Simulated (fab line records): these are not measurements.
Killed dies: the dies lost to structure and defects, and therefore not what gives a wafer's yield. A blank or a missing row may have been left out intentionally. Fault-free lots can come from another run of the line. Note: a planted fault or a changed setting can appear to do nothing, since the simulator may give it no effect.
8D (eight disciplines) problem report, filled in by code -- flow gf180mcu -- the parts of the form that need people (team, actions taken, sign-off) are left out

1. THE PROBLEM
cd_nm at GF_CONTACT_CD_MEAS_14 reads a mean of 203.7 nm on 3 wafers of 2 lots; wafers without a fault read 220.4 nm with a standard deviation of 1.8. Relative to the usual mean, that is a shift of -9.3 standard deviations.
The step: target cd 220 nm.
First seen on wafer L517.1, day 18 23:27, on cd_sem-01. At this step, 40 wafers from 14 lots have a number in the record. Rule for "out", or "out of limits": more than 4 standard deviations from the usual mean. All remaining wafers that have a number are taken as sound.

2. WHAT IT IS AND WHAT IT IS NOT
question,is,is not
which readings at this step,cd_nm,-
which lots,"L517, L518","L509, L510, L511, L513, L514, L525, L526, L528, L529, L530, L531, L532"
which wafers of those lots,"L517.1, L517.6, L518.6",L518.5
read on which gauges,cd_sem-01,cd_sem-02
when,from day 18 23:27,"up to then (15 sound wafers); but 22 sound wafers of L518, L525, L526, L528, L529, L530, L531, L532 came after"

3. THE SUSPECTS, EACH WITH WHAT RULES IT OUT
Counting: a tool at a process step up to the reading stays a suspect if it ran every lot that is out. Sound lots after the first of them don't rule it out here, since some wafers of a struck lot are sound.
- the gauge at GF_CONTACT_CD_MEAS_14 is ruled out. All the wafers that are out were read on cd_sem-01, but those of them that GF_CONTACT_SOFTBAKE_10 has rows for are out there too, on other tools.
- rtp_anneal-02 at GF_SALICIDE_RTA_06 (time 30 s): kept. Ran every lot that is out, first one L517 (day 17 22:49); last sound lot up to then L514 (day 17 04:06).
- litho_track-03 at GF_CONTACT_SOFTBAKE_10 (time 60 s): kept. It ran every lot that is out, first L517 (day 18 11:00). Out on those wafers are its own readings of heater_power_total_W, run_length_s.
Remaining after the count are rtp_anneal-02 at GF_SALICIDE_RTA_06 and litho_track-03 at GF_CONTACT_SOFTBAKE_10.

4. THE CAUSE (what the simulator had put in)
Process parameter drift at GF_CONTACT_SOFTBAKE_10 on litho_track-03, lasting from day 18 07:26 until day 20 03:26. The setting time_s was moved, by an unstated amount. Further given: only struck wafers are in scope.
Counting leaves 2 suspects; this tool is one of them.

5. THE EFFECT CHAIN, in route order
Each row: a reading where the mean over the struck wafers with a number is more than 3 standard deviations away from the usual. Only readings for which the record gives a usual standard deviation are gone through. hours: the time from each lot's start at the first step in this table that gives one to its start at this step, as a median over the lots. sigmas: the change in usual standard deviations.
hours,step,reading,usual,on struck wafers,change,sigmas
0,GF_CONTACT_SOFTBAKE_10,heater_power_total_W,93.05 W,121.98,+28.93,+99 or more
0,GF_CONTACT_SOFTBAKE_10,run_length_s,88.81 s,53.97,-34.84,-99 or more
13,GF_CONTACT_CD_MEAS_14,cd_nm,220.4 nm,203.7,-16.7,-9.3
Here are the process steps it includes:
- GF_CONTACT_SOFTBAKE_10: time 60 s.

6. WHAT WOULD HAVE CAUGHT IT SOONER
In this record the first reading out of limits at a measuring or inspecting step was taken at day 18 23:27, 16 hours after the fault began at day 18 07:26.
Tool's own readings at GF_CONTACT_SOFTBAKE_10, heater_power_total_W, run_length_s: out on all struck wafers the step has rows for; an alarm limit on them would have tripped on the first.
Of the lots that are out (2), L518 began GF_CONTACT_SOFTBAKE_10 on litho_track-03 after day 18 23:27. It would have been spared by a hold on the tool at that moment.
